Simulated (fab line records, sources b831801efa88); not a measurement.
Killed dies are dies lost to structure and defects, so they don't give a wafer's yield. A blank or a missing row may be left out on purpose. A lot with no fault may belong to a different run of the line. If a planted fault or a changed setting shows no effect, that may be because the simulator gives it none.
Matching of chambers ; flow gf180mcu ; GF_V3_CVD_02 on pecvd-01: 3 sister chambers
The step deposits SiO2 from TEOS, target thk 850 nm, time 94.851 s. 6 wafers are shown with their chamber, then 8 later ones without.

## WAFERS WITH THEIR CHAMBER
wafer;chamber;heater power w (W)
L076.5;2;635
L078.5;1;759
L079.2;0;627
L079.5;2;677
L079.6;0;669
L082.3;1;737

## WAFERS WITHOUT THEIR CHAMBER
wafer;heater power w (W)
L082.4;664
L082.5;779
L086.1;730
L086.3;639
L086.4;768
L096.3;705
L096.4;787
L096.5;757

## WHICH CHAMBER EACH ONE RAN IN
wafer;from the rows above;in truth
L082.4;can't be placed: 2 or 0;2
L082.5;1;1
L086.1;1;1
L086.3;can't be placed: 0 or 2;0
L086.4;1;1
L096.3;can't be placed: 1 or 2 or 0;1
L096.4;1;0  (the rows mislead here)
L096.5;1;1
Placed correctly: 4 of 8. Can't be placed from these rows: 3 (the true chamber is among the candidates in 3). 1 placed wrongly.
How it was worked out, from the rows above alone: a wafer's distance from a chamber is the root of the sum, over the readings, of the square of ((its reading less the chamber's mean) divided by the reading's scatter). If the next closest chamber is less than 2 further off than the closest, the wafer can't be placed; otherwise it belongs to the closest. For every chamber, the mean is computed from those of its wafers that are shown. The scatter: the root of (the sum of the squares of (reading less its chamber's mean) over the shown wafers, divided by (wafers less chambers)).
